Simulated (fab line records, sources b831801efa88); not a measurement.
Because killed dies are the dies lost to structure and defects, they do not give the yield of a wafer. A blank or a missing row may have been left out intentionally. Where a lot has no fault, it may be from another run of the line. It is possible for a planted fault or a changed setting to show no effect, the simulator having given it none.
A single fault, viewed from 2 desks :: flow gf180mcu :: only its own numbers are on each desk; what lay behind them is given at the end

THE METROLOGY DESK
Means of the sampled wafers that have a number, per lot and without regard to the tool the lot ran on: this is what the gauges read. A lot is out of limits, marked OUT, if its mean lies more than 4 standard deviations from the usual mean; the brackets give that distance.
Columns: A = V2_OVL at GF_V2_OVL_MEAS_15, usual -3 nm; B = V2_W_RS at GF_V2_RS_MEAS_24, usual 0.326 ohm/sq; C = V2_W_THK at GF_V2_THK_MEAS_25, usual 358 nm
lot: L659
first seen here: day 21 03:25
A: -6
B: 0.320
C: 372

lot: L664
first seen here: day 23 09:51
A: -2
B: 0.325
C: 357

lot: L667
first seen here: day 24 03:14
A: -6
B: 0.319
C: 360

lot: L677
first seen here: day 27 06:56
A: -8
B: 0.332
C: 346

lot: L678
first seen here: day 27 22:56
A: -2
B: 0.327
C: 357

lot: L680
first seen here: day 28 04:42
A: -6
B: 0.328
C: 351
This desk's verdict: no lot among the 6 shows anything out of limits.

THE TOOL OWNER'S DESK: pvd_sputter-03
The tool's own readings at GF_M3_SPUTTER_00 (material Ti, target thk 37.5 nm, time 150 s): means of the sampled wafers that have a number, for each lot that ran on this tool. A lot is out of limits, marked OUT, if its mean lies more than 4 standard deviations from the usual mean; the brackets give that distance.
Columns: A = throttle_valve_pct at GF_M3_SPUTTER_00, usual 29.7 %
lot: L659
first seen here: day 21 04:54
A: 29.6

lot: L677
first seen here: day 27 08:20
A: 30.1

lot: L680
first seen here: day 28 06:05
A: 30.0
This desk's verdict: no lot among the 3 shows anything out of limits.

PUT TOGETHER
The metrology desk saw nothing out of limits.
The tool owner's desk saw nothing out of limits.

WHAT THE SIMULATOR HAD INSERTED
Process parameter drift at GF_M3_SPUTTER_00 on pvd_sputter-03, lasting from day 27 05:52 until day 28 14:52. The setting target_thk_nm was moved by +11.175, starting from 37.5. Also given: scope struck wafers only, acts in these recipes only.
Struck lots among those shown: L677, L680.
